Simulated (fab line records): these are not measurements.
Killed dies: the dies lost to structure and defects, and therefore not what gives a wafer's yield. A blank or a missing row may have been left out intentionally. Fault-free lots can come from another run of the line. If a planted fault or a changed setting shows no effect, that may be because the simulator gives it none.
Which of the tools did it? | flow sky130 | 7 lots, 21 wafers sampled, at 1 step of a route of 708

## WHAT THE GAUGES SHOWED, per wafer
SKY_VT_ADJUST_NCORE_CD_MEAS_07 targets a cd of 380 nm.
lot  | measured     | on        | cd-nm (nm)
L629 | day 8 21:41  | cd-sem-01 | 376.8 376.2 379.2
L637 | day 11 02:40 | cd-sem-02 | 379.2 381.2 380.1
L639 | day 11 19:10 | cd-sem-01 | 380.2 377.6 379.3
L642 | day 12 15:29 | cd-sem-01 | 382.6 384.9 383.4
L645 | day 13 21:04 | cd-sem-01 | 378.2 379.6 378.0
L648 | day 14 06:24 | cd-sem-02 | 376.9 377.8 378.1
L651 | day 15 14:23 | cd-sem-02 | 382.6 380.3 380.5

## WHICH TOOL RAN EACH LOT (tool, then ch and the chambers of the sampled wafers, then the start)
The record shows no process step preceding these readings.

## THE ANSWER, worked out from the rows above alone
Rule: usual is defined by the lots themselves. The widest of any qualifying gaps counts: lots, ordered by their means at a reading, are off when they make up no more than a third of the lots, leave a main group of 4 or more, and stand apart from it by 3 or more times the standard deviation of that group's means. If all means in a main group match to the digits the tables above print for the reading, that group is not used. A lot without any number at a reading at which 4 lots or more have one is off too. The other lots that the step has rows for count as sound.
Across all readings shown, no lot is off: no conclusion can be drawn from this.

## WHAT THE SIMULATOR HAD INSERTED
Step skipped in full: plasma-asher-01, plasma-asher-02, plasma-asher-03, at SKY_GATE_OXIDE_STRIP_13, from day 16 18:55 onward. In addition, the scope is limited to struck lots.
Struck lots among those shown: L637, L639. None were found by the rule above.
